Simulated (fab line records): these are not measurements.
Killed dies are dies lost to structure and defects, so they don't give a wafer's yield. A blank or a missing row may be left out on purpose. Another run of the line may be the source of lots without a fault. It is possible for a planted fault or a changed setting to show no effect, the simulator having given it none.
The tool behind it: which one? / flow sky130 / 12 lots with 36 wafers sampled at 5 steps, on a route of 708 steps

WHAT THE GAUGES SHOWED, per wafer
The record holds no reading of a measuring or inspecting step that can be judged against a usual standard deviation.

WHAT TOOL EACH LOT RAN ON (gives the tool, then ch and the chambers of the sampled wafers, and finally the start)
lot=L333; SKY_CAPM_STRIP_14=plasma_asher-01 ch 0,1, day 38 04:09; SKY_METAL3_ETCH_16=rie_metal-03 ch 0,1, day 39 05:34; SKY_VIA3_CMP_02=cmp-01 ch 0,1, day 39 06:43; SKY_VIA3_ETCH_15=rie_diel-02 ch 1,2, day 40 07:40; SKY_PAD_OPEN_PROBE_99=-
lot=L334; SKY_CAPM_STRIP_14=plasma_asher-03 ch 0,1, day 38 04:32; SKY_METAL3_ETCH_16=rie_metal-01 ch 0, day 39 05:56; SKY_VIA3_CMP_02=cmp-01 ch 1,3, day 39 07:12; SKY_VIA3_ETCH_15=rie_diel-04 ch 0,2,3, day 40 08:16; SKY_PAD_OPEN_PROBE_99=-
lot=L336; SKY_CAPM_STRIP_14=plasma_asher-01 ch 0, day 39 04:58; SKY_METAL3_ETCH_16=rie_metal-03 ch 0,1, day 40 05:34; SKY_VIA3_CMP_02=cmp-01 ch 0,2,3, day 40 06:41; SKY_VIA3_ETCH_15=rie_diel-04 ch 0,2,3, day 41 07:37; SKY_PAD_OPEN_PROBE_99=-
lot=L337; SKY_CAPM_STRIP_14=plasma_asher-04 ch 0,1, day 39 09:13; SKY_METAL3_ETCH_16=rie_metal-03 ch 0,1, day 40 09:52; SKY_VIA3_CMP_02=cmp-01 ch 0,1,3, day 40 10:59; SKY_VIA3_ETCH_15=rie_diel-02 ch 0,1,2, day 41 11:16; SKY_PAD_OPEN_PROBE_99=-
lot=L338; SKY_CAPM_STRIP_14=plasma_asher-03 ch 0,1, day 39 13:22; SKY_METAL3_ETCH_16=rie_metal-01 ch 0, day 40 14:29; SKY_VIA3_CMP_02=cmp-01 ch 1,2,3, day 40 15:40; SKY_VIA3_ETCH_15=rie_diel-02 ch 0,1,3, day 41 15:47; SKY_PAD_OPEN_PROBE_99=-
lot=L339; SKY_CAPM_STRIP_14=plasma_asher-04 ch 0,1, day 39 23:05; SKY_METAL3_ETCH_16=rie_metal-03 ch 0,1, day 40 23:06; SKY_VIA3_CMP_02=cmp-02 ch 1,2, day 41 00:13; SKY_VIA3_ETCH_15=rie_diel-01 ch 0,2, day 42 00:49; SKY_PAD_OPEN_PROBE_99=prober-01, day 47 19:56
lot=L343; SKY_CAPM_STRIP_14=plasma_asher-03 ch 0,1, day 40 13:59; SKY_METAL3_ETCH_16=rie_metal-02 ch 0,1, day 41 14:34; SKY_VIA3_CMP_02=cmp-02 ch 0,2,3, day 41 15:44; SKY_VIA3_ETCH_15=rie_diel-01 ch 1,3, day 42 16:01; SKY_PAD_OPEN_PROBE_99=-
lot=L345; SKY_CAPM_STRIP_14=plasma_asher-04 ch 1, day 40 23:17; SKY_METAL3_ETCH_16=rie_metal-03 ch 1, day 41 23:37; SKY_VIA3_CMP_02=cmp-02 ch 1,2, day 42 00:52; SKY_VIA3_ETCH_15=rie_diel-01 ch 1,2,3, day 43 00:20; SKY_PAD_OPEN_PROBE_99=-
lot=L346; SKY_CAPM_STRIP_14=plasma_asher-03 ch 0,1, day 41 05:42; SKY_METAL3_ETCH_16=rie_metal-02 ch 0,1, day 42 05:43; SKY_VIA3_CMP_02=cmp-02 ch 0,1,3, day 42 07:16; SKY_VIA3_ETCH_15=rie_diel-02 ch 0,1,3, day 43 06:26; SKY_PAD_OPEN_PROBE_99=prober-01, day 48 19:35
lot=L347; SKY_CAPM_STRIP_14=plasma_asher-04 ch 0,1, day 41 15:22; SKY_METAL3_ETCH_16=rie_metal-03 ch 0,1, day 42 15:26; SKY_VIA3_CMP_02=cmp-01 ch 0,1,3, day 42 16:39; SKY_VIA3_ETCH_15=rie_diel-02 ch 0,1,2, day 43 16:29; SKY_PAD_OPEN_PROBE_99=prober-02, day 49 03:06
lot=L348; SKY_CAPM_STRIP_14=plasma_asher-03 ch 0,1, day 42 16:57; SKY_METAL3_ETCH_16=rie_metal-02 ch 0,1, day 43 16:36; SKY_VIA3_CMP_02=cmp-01 ch 1,2,3, day 43 17:52; SKY_VIA3_ETCH_15=rie_diel-01 ch 0,2,3, day 44 16:32; SKY_PAD_OPEN_PROBE_99=prober-01, day 49 23:08
lot=L350; SKY_CAPM_STRIP_14=plasma_asher-04 ch 0,1, day 42 17:17; SKY_METAL3_ETCH_16=rie_metal-01 ch 0,1, day 43 16:52; SKY_VIA3_CMP_02=cmp-01 ch 1,2, day 43 18:10; SKY_VIA3_ETCH_15=rie_diel-04 ch 1,2,3, day 44 17:16; SKY_PAD_OPEN_PROBE_99=-
- SKY_CAPM_STRIP_14: strips in O2/N2.
- SKY_METAL3_ETCH_16: etches BARC in N2/H2, stops on SiO2, time 88.2 s, target depth 60 nm.
- SKY_VIA3_CMP_02: polishes SiO2.
- SKY_VIA3_ETCH_15: etches SiO2 in C4F8/O2/Ar, stops on TiN, target depth 507 nm, time 78 s.
- SKY_PAD_OPEN_PROBE_99

WHAT THE TOOLS THEMSELVES READ (means of the sampled wafers that have a number; where no wafer has one, the mark that the record gives instead)
SKY_CAPM_STRIP_14. Usual: drypump_motor_current_A 5.73 A, standard deviation 0.29; oes_product_au 0.710 a.u., standard deviation 0.0044; strip_time_to_endpoint_s 12.65 s, standard deviation 0.047.
lot=L333; tool=plasma_asher-01; drypump_motor_current_A (A)=5.51; oes_product_au (a.u.)=0.711; strip_time_to_endpoint_s (s)=12.71; flag=
lot=L334; tool=plasma_asher-03; drypump_motor_current_A (A)=5.67; oes_product_au (a.u.)=0.711; strip_time_to_endpoint_s (s)=12.59; flag=
lot=L336; tool=plasma_asher-01; drypump_motor_current_A (A)=5.72; oes_product_au (a.u.)=0.714; strip_time_to_endpoint_s (s)=12.63; flag=
lot=L337; tool=plasma_asher-04; drypump_motor_current_A (A)=5.94; oes_product_au (a.u.)=0.708; strip_time_to_endpoint_s (s)=12.65; flag=
lot=L338; tool=plasma_asher-03; drypump_motor_current_A (A)=5.70; oes_product_au (a.u.)=0.706; strip_time_to_endpoint_s (s)=12.72; flag=
lot=L339; tool=plasma_asher-04; drypump_motor_current_A (A)=5.94; oes_product_au (a.u.)=0.708; strip_time_to_endpoint_s (s)=12.59; flag=
lot=L343; tool=plasma_asher-03; drypump_motor_current_A (A)=5.65; oes_product_au (a.u.)=0.712; strip_time_to_endpoint_s (s)=12.60; flag=
lot=L345; tool=plasma_asher-04; drypump_motor_current_A (A)=6.15; oes_product_au (a.u.)=0.711; strip_time_to_endpoint_s (s)=12.69; flag=
lot=L346; tool=plasma_asher-03; drypump_motor_current_A (A)=5.71; oes_product_au (a.u.)=0.712; strip_time_to_endpoint_s (s)=12.70; flag=
lot=L347; tool=plasma_asher-04; drypump_motor_current_A (A)=6.04; oes_product_au (a.u.)=0.709; strip_time_to_endpoint_s (s)=12.58; flag=
lot=L348; tool=plasma_asher-03; drypump_motor_current_A (A)=5.66; oes_product_au (a.u.)=0.711; strip_time_to_endpoint_s (s)=12.71; flag=
lot=L350; tool=plasma_asher-04; drypump_motor_current_A (A)=6.05; oes_product_au (a.u.)=0.711; strip_time_to_endpoint_s (s)=12.64; flag=

SKY_METAL3_ETCH_16. Usual: drypump_motor_current_A 5.6 A, standard deviation 0.64; he_backside_leak_sccm 3.36 sccm, standard deviation 0.22; oes_product_au 0.627 a.u., standard deviation 0.0045; throttle_valve_pct 13.204 %, standard deviation 0.0086.
lot=L333; tool=rie_metal-03; drypump_motor_current_A (A)=6.3; he_backside_leak_sccm (sccm)=3.56; oes_product_au (a.u.)=0.630; throttle_valve_pct (%)=13.212; flag=
lot=L334; tool=rie_metal-01; drypump_motor_current_A (A)=4.9; he_backside_leak_sccm (sccm)=3.13; oes_product_au (a.u.)=0.628; throttle_valve_pct (%)=13.202; flag=
lot=L336; tool=rie_metal-03; drypump_motor_current_A (A)=6.3; he_backside_leak_sccm (sccm)=3.61; oes_product_au (a.u.)=0.626; throttle_valve_pct (%)=13.205; flag=
lot=L337; tool=rie_metal-03; drypump_motor_current_A (A)=6.3; he_backside_leak_sccm (sccm)=3.75; oes_product_au (a.u.)=0.625; throttle_valve_pct (%)=13.202; flag=
lot=L338; tool=rie_metal-01; drypump_motor_current_A (A)=4.9; he_backside_leak_sccm (sccm)=3.11; oes_product_au (a.u.)=0.628; throttle_valve_pct (%)=13.195; flag=
lot=L339; tool=rie_metal-03; drypump_motor_current_A (A)=6.1; he_backside_leak_sccm (sccm)=3.40; oes_product_au (a.u.)=0.625; throttle_valve_pct (%)=13.203; flag=
lot=L343; tool=rie_metal-02; drypump_motor_current_A (A)=5.2; he_backside_leak_sccm (sccm)=3.38; oes_product_au (a.u.)=0.630; throttle_valve_pct (%)=13.199; flag=
lot=L345; tool=rie_metal-03; drypump_motor_current_A (A)=5.9; he_backside_leak_sccm (sccm)=3.54; oes_product_au (a.u.)=0.625; throttle_valve_pct (%)=13.205; flag=
lot=L346; tool=rie_metal-02; drypump_motor_current_A (A)=5.2; he_backside_leak_sccm (sccm)=3.36; oes_product_au (a.u.)=0.624; throttle_valve_pct (%)=13.198; flag=
lot=L347; tool=rie_metal-03; drypump_motor_current_A (A)=6.1; he_backside_leak_sccm (sccm)=3.46; oes_product_au (a.u.)=0.626; throttle_valve_pct (%)=13.206; flag=
lot=L348; tool=rie_metal-02; drypump_motor_current_A (A)=5.5; he_backside_leak_sccm (sccm)=3.40; oes_product_au (a.u.)=0.624; throttle_valve_pct (%)=13.199; flag=
lot=L350; tool=rie_metal-01; drypump_motor_current_A (A)=5.0; he_backside_leak_sccm (sccm)=3.11; oes_product_au (a.u.)=0.631; throttle_valve_pct (%)=13.198; flag=

SKY_VIA3_CMP_02. Usual: motor_current_A 12.1 A, standard deviation 1.1; retaining_ring_pressure_frac 1.001, standard deviation 0.0049.
lot=L333; tool=cmp-01; motor_current_A (A)=13.0; retaining_ring_pressure_frac=1.001; flag=
lot=L334; tool=cmp-01; motor_current_A (A)=13.8; retaining_ring_pressure_frac=0.996; flag=
lot=L336; tool=cmp-01; motor_current_A (A)=11.6; retaining_ring_pressure_frac=1.002; flag=
lot=L337; tool=cmp-01; motor_current_A (A)=12.5; retaining_ring_pressure_frac=1.002; flag=
lot=L338; tool=cmp-01; motor_current_A (A)=12.5; retaining_ring_pressure_frac=0.999; flag=
lot=L339; tool=cmp-02; motor_current_A (A)=11.6; retaining_ring_pressure_frac=0.996; flag=
lot=L343; tool=cmp-02; motor_current_A (A)=11.9; retaining_ring_pressure_frac=1.006; flag=
lot=L345; tool=cmp-02; motor_current_A (A)=11.6; retaining_ring_pressure_frac=0.998; flag=
lot=L346; tool=cmp-02; motor_current_A (A)=12.1; retaining_ring_pressure_frac=1.003; flag=
lot=L347; tool=cmp-01; motor_current_A (A)=12.4; retaining_ring_pressure_frac=1.001; flag=
lot=L348; tool=cmp-01; motor_current_A (A)=12.7; retaining_ring_pressure_frac=1.000; flag=
lot=L350; tool=cmp-01; motor_current_A (A)=13.7; retaining_ring_pressure_frac=1.005; flag=

SKY_VIA3_ETCH_15. Usual: 0.946 a.u. for oes_product_au, sd 0.0047.
lot=L333; tool=rie_diel-02; oes_product_au (a.u.)=0.944; flag=
lot=L334; tool=rie_diel-04; oes_product_au (a.u.)=0.947; flag=
lot=L336; tool=rie_diel-04; oes_product_au (a.u.)=0.946; flag=
lot=L337; tool=rie_diel-02; oes_product_au (a.u.)=0.947; flag=
lot=L338; tool=rie_diel-02; oes_product_au (a.u.)=0.944; flag=
lot=L339; tool=rie_diel-01; oes_product_au (a.u.)=0.943; flag=
lot=L343; tool=rie_diel-01; oes_product_au (a.u.)=0.945; flag=
lot=L345; tool=rie_diel-01; oes_product_au (a.u.)=0.939; flag=
lot=L346; tool=rie_diel-02; oes_product_au (a.u.)=0.944; flag=
lot=L347; tool=rie_diel-02; oes_product_au (a.u.)=0.948; flag=
lot=L348; tool=rie_diel-01; oes_product_au (a.u.)=0.946; flag=
lot=L350; tool=rie_diel-04; oes_product_au (a.u.)=0.947; flag=

SKY_PAD_OPEN_PROBE_99. Usual: defect_limited_yield 82.3 %, standard deviation 1.9; killed_at_M0_to_M3 44, standard deviation 7.3; killed_at_M4_up 3.4, standard deviation 1.7; killed_at_contacts 24, standard deviation 5.3; killed_at_front_end 15, standard deviation 4.1; killed_at_other 0.4, standard deviation 0.68; killed_dies 87, standard deviation 9.5; killed_open 48, standard deviation 7.1; killed_short 39, standard deviation 5.8; sort_bin_3_pad_short 0.8 %, standard deviation 0.39; sort_bin_5_function 10.4 %, standard deviation 1.4; sort_bin_6_memory 6.5 %, standard deviation 1.1; sort_n_pass 405, standard deviation 9.5; sort_yield_pct 82.3 %, standard deviation 1.9.
lot=L339; tool=prober-01; defect_limited_yield (%)=83.3; killed_at_M0_to_M3=42; killed_at_M4_up=3.0; killed_at_contacts=19; killed_at_front_end=16; killed_at_other=1.7; killed_dies=82; killed_open=43; killed_short=37; sort_bin_3_pad_short (%)=0.9; sort_bin_5_function (%)=10.3; sort_bin_6_memory (%)=5.6; sort_n_pass=410; sort_yield_pct (%)=83.3; flag=
lot=L346; tool=prober-01; defect_limited_yield (%)=73.6; killed_at_M0_to_M3=86; killed_at_M4_up=3.3; killed_at_contacts=27; killed_at_front_end=14; killed_at_other=0.0; killed_dies=130; killed_open=41; killed_short=40; sort_bin_3_pad_short (%)=3.9; sort_bin_5_function (%)=15.7; sort_bin_6_memory (%)=6.9; sort_n_pass=362; sort_yield_pct (%)=73.6; flag=OFF
lot=L347; tool=prober-02; defect_limited_yield (%)=70.5; killed_at_M0_to_M3=94; killed_at_M4_up=3.3; killed_at_contacts=31; killed_at_front_end=16; killed_at_other=0.3; killed_dies=145; killed_open=54; killed_short=42; sort_bin_3_pad_short (%)=4.4; sort_bin_5_function (%)=16.4; sort_bin_6_memory (%)=8.6; sort_n_pass=347; sort_yield_pct (%)=70.5; flag=OFF
lot=L348; tool=prober-01; defect_limited_yield (%)=81.4; killed_at_M0_to_M3=46; killed_at_M4_up=4.0; killed_at_contacts=26; killed_at_front_end=15; killed_at_other=0.0; killed_dies=91; killed_open=50; killed_short=41; sort_bin_3_pad_short (%)=0.9; sort_bin_5_function (%)=11.5; sort_bin_6_memory (%)=6.1; sort_n_pass=401; sort_yield_pct (%)=81.4; flag=

THE ANSWER, worked out from the rows above alone
Rule: take the mean of a lot's wafers that have a number; if it is more than 3 standard deviations from the usual mean, the lot is off. Also off: a lot with no number at a reading for which 4 or more lots have one. Where the step has rows for the other lots, those lots are counted as sound. First the gauges in route order, then the tools' own readings, where a lot's mean is used as printed above. At the first step where some lot is off, the reading lying furthest off is the one used; lots without a number count as furthest.
Off at SKY_PAD_OPEN_PROBE_99 (sort_bin_3_pad_short): L346, L347. Neither off nor sound, because the step has no rows for them: L333, L334, L336, L337, L338, L343, L345, L350.
If a tool, at that step or one of the process steps before it, ran each lot that is off and ran no sound lot following the first of them, it fits. One fits: SKY_VIA3_ETCH_15 on rie_diel-02. It ran no sound lot before its first lot that is off in this sample, so the start can't be narrowed down.

WHAT THE SIMULATOR PUT IN
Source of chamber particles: rie_diel-02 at SKY_VIA3_ETCH_15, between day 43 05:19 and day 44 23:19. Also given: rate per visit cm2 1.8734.
Lots struck among those shown: L346, L347. Same finding as the rule above.
